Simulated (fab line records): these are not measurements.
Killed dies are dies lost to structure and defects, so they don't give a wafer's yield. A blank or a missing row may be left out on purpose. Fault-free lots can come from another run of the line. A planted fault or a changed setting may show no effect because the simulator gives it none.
Problem report in the 8D (eight disciplines) form, filled by code || flow gf180mcu || the parts of the form that need people (team, actions taken, sign-off) are left out

1. PROBLEM STATEMENT
Wafers free of any fault read 46.10 ohm/sq (standard deviation 0.096) for NSD_RS at GF_PSD_RS_MEAS_14, against a mean of 46.92 ohm/sq on 6 wafers of 2 lots. That is +8.6 standard deviations from the usual mean.
The step: measures by four-point-probe.
First observed at day 17 09:13: wafer L532.1, on film_metro-04. The record holds 36 wafers of 12 lots with a number at this step. Rule for "out" (also "out of limits"): further than 4 standard deviations from the usual mean. All remaining wafers that have a number are taken as sound.

2. WHAT IT IS AND WHAT IT IS NOT
{"question": "which readings at this step", "is": "NSD_RS", "is not": "-"}
{"question": "which lots", "is": "L532, L533", "is not": "L523, L524, L534, L535, L539, L541, L542, L543, L544, L545"}
{"question": "which wafers of those lots", "is": "all that have a number", "is not": "-"}
{"question": "read on which gauges", "is": "film_metro-04", "is not": "film_metro-01, film_metro-02"}
{"question": "when", "is": "from day 17 09:13", "is not": "up to then (6 sound wafers); but 24 sound wafers of L534, L535, L539, L541, L542, L543, L544, L545 came after"}

3. WHAT RULES OUT EACH SUSPECT
Counting: any tool at a process step up to the reading is kept as a suspect provided that every lot that is out went through it and no sound lot did after the first of them.
- ruled out: the gauge at GF_PSD_RS_MEAS_14. All the wafers that are out were read on film_metro-04, but those of them that GF_NSD_IMPLANT_09 has rows for are out there too, on other tools.
- implanter-02 at GF_NSD_IMPLANT_09: ruled out as a lasting fault. After its first lot that is out, L532 (day 16 08:55), sound lots L542, L543, L544 ran on it.
Left after counting: nothing in the record.

4. THE CAUSE (what the simulator had put in)
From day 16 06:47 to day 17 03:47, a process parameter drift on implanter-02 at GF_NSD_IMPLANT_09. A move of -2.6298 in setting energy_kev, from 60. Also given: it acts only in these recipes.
The count ruled it out by mistake, since the rule takes a fault to strike every lot its tool runs from the start of the fault on, and this one did not do so.

5. SEQUENCE OF EFFECTS, ordered by route
One row per reading whose mean, taken over the struck wafers that have a number, lies over 3 standard deviations from the usual. Only readings for which the record gives a usual standard deviation are gone through. hours: the time from each lot's start at the first step in this table that gives one to its start at this step, as a median over the lots. sigmas: the change in usual standard deviations.
{"hours": 0, "step": "GF_NSD_IMPLANT_09", "reading": "beam_energy_keV", "usual": 59.997, "on struck wafers": 57.375, "change": -2.622, "sigmas": "-99 or more"}
{"hours": 0, "step": "GF_NSD_STRIP_11", "reading": "strip_time_to_endpoint_s", "usual": "22.951 s", "on struck wafers": 22.589, "change": -0.362, "sigmas": -12}
{"hours": 24, "step": "GF_PSD_RS_MEAS_14", "reading": "NSD_RS", "usual": "46.10 ohm/sq", "on struck wafers": 46.92, "change": "+0.82", "sigmas": "+8.6"}
It contains these process steps:
- GF_NSD_IMPLANT_09
- GF_NSD_STRIP_11: strips in O2/N2.

6. WHAT WOULD HAVE CAUGHT IT SOONER
In this record the first reading out of limits at a measuring or inspecting step was taken at day 17 09:13, 26 hours after the fault began at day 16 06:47.
The tool's own readings at GF_NSD_IMPLANT_09 were out on every struck wafer that the step has a row for (beam_energy_keV): an alarm limit on them would have fired on the first of those.
